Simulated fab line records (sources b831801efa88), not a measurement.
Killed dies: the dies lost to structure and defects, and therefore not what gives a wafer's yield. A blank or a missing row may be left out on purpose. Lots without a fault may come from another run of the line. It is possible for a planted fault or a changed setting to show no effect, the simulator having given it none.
Comparing a struck lot with a sound one ; flow sky130 ; 21 out of 708 route steps
Sound: the wafers L757.1, L757.3, L757.4. The struck wafers were L746.1, L746.2, L746.5. Last of all comes the cause.
At each step with rows: each side's tool, then ch and its chambers, then its first start. Under that, the readings that differ: sound wafers ; struck wafers ; difference of the means ; sigmas: that difference in standard deviations of wafers without a fault.
alike: same words and numbers on both sides, and readings whose means sit less than 2 such deviations apart. not compared: any withheld reading, any reading some wafer has no value for, any bound like >300 that may hide the same value, and any number with overlapping values for which the record gives no deviation.
The two part at a step that has a row with sigmas, a row that says differs or no value, or rows on one side only. Numbers that don't overlap but have no deviation are shown without sigmas and don't part them. A reading missing from all wafers of one side parts the sides only when that side holds two or more wafers.

SKY_POLY_GATE_THK_MEAS_21:
  sound: filmMetro-03 at day 23 08:46; struck: filmMetro-03 at day 19 10:42
  alike: POLY_GATE_OXIDATION_THK
SKY_POLY_GATE_CD_MEAS_22:
  sound: cdSem-02 at day 23 08:50; struck: cdSem-01 at day 19 10:46
  alike: cdNm
then, 7 steps without rows for these wafers: SKY_LDD_N_DEHYDRATE_00 (time 60 s); SKY_LDD_N_HMDS_01 (prime time 60 s); SKY_LDD_N_COAT_02 (resist thk 300 nm); SKY_LDD_N_SOFTBAKE_03 (time 60 s); SKY_LDD_N_EXPOSE_04 (exposes mask NTM, target cd 840 nm); SKY_LDD_N_PEB_05; SKY_LDD_N_DEVELOP_06 (develop time 60 s).
SKY_LDD_N_OVL_MEAS_07:
  sound: overlay-02 at day 24 14:50; struck: overlay-02 at day 20 17:47
  alike: LDD_N_OVL
then, 2 steps without rows for these wafers: SKY_LDD_N_IMPLANT_08; SKY_LDD_N_IMPLANT_09.
SKY_LDD_N_IMPLANT_10:
  sound on implanter-04 ch 0, day 24 15:10; struck on implanter-02 ch 0, day 20 18:26
  alike: endStationPressureTorr
then, 5 steps without rows for these wafers: SKY_LDD_N_IMPLANT_11; SKY_LDD_N_IMPLANT_12; SKY_LDD_N_IMPLANT_13; SKY_LDD_N_IMPLANT_14; SKY_LDD_N_IMPLANT_15.
SKY_LDD_N_STRIP_16: strips in O2/N2.
  sound on plasmaAsher-01 ch 0,1, day 24 16:04; struck on plasmaAsher-03 ch 0,1, day 20 19:22
reading;sound;struck;difference;sigmas
stripTimeToEndpointS (s);4.338 4.306 4.312;4.505 4.530 4.525;+0.201;+14
  alike: drypumpMotorCurrentA, oesProductAu
  not compared: rfHoursCounterH
SKY_LDD_N_TW_MEAS_17:
  sound: filmMetro-01 at day 24 16:10; struck: filmMetro-03 at day 20 19:32
reading;sound;struck;difference;sigmas
LDD_N_TW;2560 2558 2570;2714 2705 2708;+146;+6
then, 1 step without rows for these wafers: SKY_LDD_P_DEHYDRATE_00 (time 60 s).

## WHERE THEY PART
Earliest at SKY_LDD_N_STRIP_16; latest, in this record, at SKY_LDD_N_TW_MEAS_17.

WHY: what had been put in by the simulator
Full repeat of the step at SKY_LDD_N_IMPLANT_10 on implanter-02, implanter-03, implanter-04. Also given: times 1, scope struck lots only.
